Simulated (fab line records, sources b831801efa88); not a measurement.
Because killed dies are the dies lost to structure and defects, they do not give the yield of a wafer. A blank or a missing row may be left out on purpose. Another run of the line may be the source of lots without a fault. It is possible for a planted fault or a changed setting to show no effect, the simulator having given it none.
Lot-split experiment / flow gf180mcu / 23 wafers read across 5 lots, on a route 602 steps long

THE SPLIT ITSELF
At GF_CONTACT_SPUTTER_22 (material Ti, target thk 15 nm, time 80.02 s), the setting chamber pressure pa was moved away from the recipe's 5 Pa on 15 of the 23 wafers read, by -14.2% to -6.2%. All remaining wafers had this setting at the recipe value.

Reading taken at the split's own step.

THE READING
Ti_of_CONTACT_SPUTTER_22.thk nm (the simulator's own value, which no gauge read), in nm, at GF_CONTACT_SPUTTER_22 (material Ti, target thk 15 nm, time 80.02 s). No usual value for it is given in the file. Average 15.02 nm, standard deviation 0.085 nm, over the 8 wafers here run with the recipe.

wafer=L074.1; tool, chamber at the split=pvd sputter-01, -; chamber pressure pa as run, Pa=5; against the recipe=recipe; Ti_of_CONTACT_SPUTTER_22.thk nm, nm=15.12; against lot-mates on the recipe=-
wafer=L074.3; tool, chamber at the split=pvd sputter-01, -; chamber pressure pa as run, Pa=5; against the recipe=recipe; Ti_of_CONTACT_SPUTTER_22.thk nm, nm=15.12; against lot-mates on the recipe=-
wafer=L074.2; tool, chamber at the split=pvd sputter-01, -; chamber pressure pa as run, Pa=5; against the recipe=recipe; Ti_of_CONTACT_SPUTTER_22.thk nm, nm=15.04; against lot-mates on the recipe=-
wafer=L074.4; tool, chamber at the split=pvd sputter-01, -; chamber pressure pa as run, Pa=5; against the recipe=recipe; Ti_of_CONTACT_SPUTTER_22.thk nm, nm=14.99; against lot-mates on the recipe=-
wafer=L074.6; tool, chamber at the split=pvd sputter-01, -; chamber pressure pa as run, Pa=5; against the recipe=recipe; Ti_of_CONTACT_SPUTTER_22.thk nm, nm=14.87; against lot-mates on the recipe=-
wafer=L077.1; tool, chamber at the split=pvd sputter-01, -; chamber pressure pa as run, Pa=4.289; against the recipe=-14.2%; Ti_of_CONTACT_SPUTTER_22.thk nm, nm=16.93; against lot-mates on the recipe=no lot-mate on the recipe
wafer=L077.2; tool, chamber at the split=pvd sputter-01, -; chamber pressure pa as run, Pa=4.289; against the recipe=-14.2%; Ti_of_CONTACT_SPUTTER_22.thk nm, nm=17.01; against lot-mates on the recipe=no lot-mate on the recipe
wafer=L077.4; tool, chamber at the split=pvd sputter-01, -; chamber pressure pa as run, Pa=4.289; against the recipe=-14.2%; Ti_of_CONTACT_SPUTTER_22.thk nm, nm=17.19; against lot-mates on the recipe=no lot-mate on the recipe
wafer=L077.5; tool, chamber at the split=pvd sputter-01, -; chamber pressure pa as run, Pa=4.289; against the recipe=-14.2%; Ti_of_CONTACT_SPUTTER_22.thk nm, nm=17.05; against lot-mates on the recipe=no lot-mate on the recipe
wafer=L077.6; tool, chamber at the split=pvd sputter-01, -; chamber pressure pa as run, Pa=4.289; against the recipe=-14.2%; Ti_of_CONTACT_SPUTTER_22.thk nm, nm=17.18; against lot-mates on the recipe=no lot-mate on the recipe
wafer=L081.2; tool, chamber at the split=pvd sputter-01, -; chamber pressure pa as run, Pa=5; against the recipe=recipe; Ti_of_CONTACT_SPUTTER_22.thk nm, nm=15.08; against lot-mates on the recipe=-
wafer=L081.4; tool, chamber at the split=pvd sputter-01, -; chamber pressure pa as run, Pa=5; against the recipe=recipe; Ti_of_CONTACT_SPUTTER_22.thk nm, nm=15.04; against lot-mates on the recipe=-
wafer=L081.6; tool, chamber at the split=pvd sputter-01, -; chamber pressure pa as run, Pa=5; against the recipe=recipe; Ti_of_CONTACT_SPUTTER_22.thk nm, nm=14.92; against lot-mates on the recipe=-
wafer=L082.1; tool, chamber at the split=pvd sputter-03, -; chamber pressure pa as run, Pa=4.692; against the recipe=-6.2%; Ti_of_CONTACT_SPUTTER_22.thk nm, nm=16.27; against lot-mates on the recipe=no lot-mate on the recipe
wafer=L082.3; tool, chamber at the split=pvd sputter-03, -; chamber pressure pa as run, Pa=4.692; against the recipe=-6.2%; Ti_of_CONTACT_SPUTTER_22.thk nm, nm=16.13; against lot-mates on the recipe=no lot-mate on the recipe
wafer=L082.4; tool, chamber at the split=pvd sputter-03, -; chamber pressure pa as run, Pa=4.692; against the recipe=-6.2%; Ti_of_CONTACT_SPUTTER_22.thk nm, nm=16.33; against lot-mates on the recipe=no lot-mate on the recipe
wafer=L082.5; tool, chamber at the split=pvd sputter-03, -; chamber pressure pa as run, Pa=4.692; against the recipe=-6.2%; Ti_of_CONTACT_SPUTTER_22.thk nm, nm=16.11; against lot-mates on the recipe=no lot-mate on the recipe
wafer=L082.6; tool, chamber at the split=pvd sputter-03, -; chamber pressure pa as run, Pa=4.692; against the recipe=-6.2%; Ti_of_CONTACT_SPUTTER_22.thk nm, nm=16.24; against lot-mates on the recipe=no lot-mate on the recipe
wafer=L085.1; tool, chamber at the split=pvd sputter-01, -; chamber pressure pa as run, Pa=4.43; against the recipe=-11.4%; Ti_of_CONTACT_SPUTTER_22.thk nm, nm=17; against lot-mates on the recipe=no lot-mate on the recipe
wafer=L085.2; tool, chamber at the split=pvd sputter-01, -; chamber pressure pa as run, Pa=4.43; against the recipe=-11.4%; Ti_of_CONTACT_SPUTTER_22.thk nm, nm=16.81; against lot-mates on the recipe=no lot-mate on the recipe
wafer=L085.3; tool, chamber at the split=pvd sputter-01, -; chamber pressure pa as run, Pa=4.43; against the recipe=-11.4%; Ti_of_CONTACT_SPUTTER_22.thk nm, nm=16.75; against lot-mates on the recipe=no lot-mate on the recipe
wafer=L085.4; tool, chamber at the split=pvd sputter-01, -; chamber pressure pa as run, Pa=4.43; against the recipe=-11.4%; Ti_of_CONTACT_SPUTTER_22.thk nm, nm=16.77; against lot-mates on the recipe=no lot-mate on the recipe
wafer=L085.6; tool, chamber at the split=pvd sputter-01, -; chamber pressure pa as run, Pa=4.43; against the recipe=-11.4%; Ti_of_CONTACT_SPUTTER_22.thk nm, nm=16.94; against lot-mates on the recipe=no lot-mate on the recipe

FIT RESULTS
A straight line over all 23 wafers: Ti_of_CONTACT_SPUTTER_22.thk nm changes by -0.148 nm for each +1% of chamber pressure pa; r = -0.98; the points scatter about the line by 0.16 nm.
Too few moved wafers have a lot-mate on the recipe to fit a line with each lot's own level taken away.

FILE'S OWN FIT
Ti_of_CONTACT_SPUTTER_22.thk nm changes by -0.148 nm for each +1% of chamber pressure pa, r = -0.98.
